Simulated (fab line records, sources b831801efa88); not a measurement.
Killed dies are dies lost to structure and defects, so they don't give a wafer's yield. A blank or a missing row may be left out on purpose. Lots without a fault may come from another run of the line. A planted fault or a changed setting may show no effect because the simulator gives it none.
A struck lot beside a sound one | flow sfq_line | 14 steps out of a route of 325
Sound: wafers L918.1, L918.3, L918.5. Struck: wafers L916.1, L916.3, L916.5. The cause comes at the end.
At each step with rows: each side's tool, then ch and its chambers, then its first start. Under that, the readings that differ: sound wafers | struck wafers | difference of the means | sigmas: that difference in standard deviations of wafers without a fault.
alike: readings whose means differ by less than 2 such deviations, and words and numbers that are the same on both sides. not compared: withheld readings, readings that some wafer has no value for, bounds like >300 that may hide the same value, and numbers for which the record gives no deviation and whose values overlap.
The two part at a step that has a row with sigmas, a row that says differs or no value, or rows on one side only. Numbers that don't overlap but have no deviation are shown without sigmas and don't part them. A reading that every wafer of one side lacks parts them only if that side has two wafers or more.

SFQ_TRILAYER_M7_BARC_OPEN_METAL_ETCH_229: etches BARC in O2, target depth 125 nm, time 41.7 s.
  sound on rie_metal-01 ch 0, day 86 01:37; struck on rie_metal-01 ch 0, day 85 13:11
  alike: drypump_motor_current_A, oes_product_au
  not compared: rf_hours_counter_h
SFQ_TRILAYER_M7_ETCH_METAL_ETCH_180: etches Nb in Cl2/Ar, stops on SiO2, target depth 240 nm, time 120 s.
  sound on rie_metal-01 ch 0, day 86 01:41; struck on rie_metal-01 ch 0, day 85 13:15
  alike: drypump_motor_current_A, oes_product_au
  not compared: rf_hours_counter_h
SFQ_TRILAYER_M7_STRIP_STRIP_181: strips in O2.
  sound on rie_metal-01 ch 0, day 86 01:48; struck on rie_metal-01 ch 0, day 85 13:23
  alike: drypump_motor_current_A, oes_product_au
  not compared: rf_hours_counter_h
then, 1 step without rows for these wafers: SFQ_TRILAYER_M7_STRIP_SOLV_CLEAN_182 (cleans in NMP, time 600 s).
SFQ_TRILAYER_I7_DEP_PECVD_183: deposits SiO2 from SiH4/N2O, time 111.11 s, target thk 500 nm.
  sound on pecvd-01 ch 0,2, day 86 02:35; struck on pecvd-03 ch 0,1,2, day 85 14:09
  alike: heater_power_w, throttle_valve_pct
then, 1 step without rows for these wafers: SFQ_TRILAYER_I7_CMP_CMP_184 (polishes SiO2).
SFQ_I7_BOW_MEAS_946:
  sound on film_metro-02, day 86 05:39; struck on film_metro-02, day 85 17:14
  alike: I7_BOW
SFQ_TRILAYER_I7_METRO_MEASURE_185:
  sound on film_metro-02, day 86 05:46; struck on film_metro-02, day 85 17:21
  alike: thk_nm
then, 4 steps without rows for these wafers: SFQ_TRILAYER_I7_VIA_LITHO_COAT_192 (resist thk 62 nm); SFQ_TRILAYER_I7_VIA_LITHO_COAT_187 (resist thk 650 nm); SFQ_TRILAYER_I7_VIA_LITHO_SOFTBAKE_191; SFQ_TRILAYER_I7_VIA_LITHO_EXPOSE_188 (exposes mask I7, target cd 1000 nm).
SFQ_TRILAYER_I7_VIA_LITHO_PEB_190: peb time 60 s.
  sound on litho_track-02 ch 0, day 90 01:38; struck on litho_track-02, day 86 00:05
  no value came back on the struck wafers for chill_plate_temp_C (C), exhaust_pa (Pa); on the sound wafers chill_plate_temp_C (C) reads 23.00 22.92 23.03
then, 1 step without rows for these wafers: SFQ_TRILAYER_I7_VIA_LITHO_DEVELOP_189 (time 60 s).

WHERE THEY PART
Only at SFQ_TRILAYER_I7_VIA_LITHO_PEB_190, within this record.

WHY: what the simulator had put in
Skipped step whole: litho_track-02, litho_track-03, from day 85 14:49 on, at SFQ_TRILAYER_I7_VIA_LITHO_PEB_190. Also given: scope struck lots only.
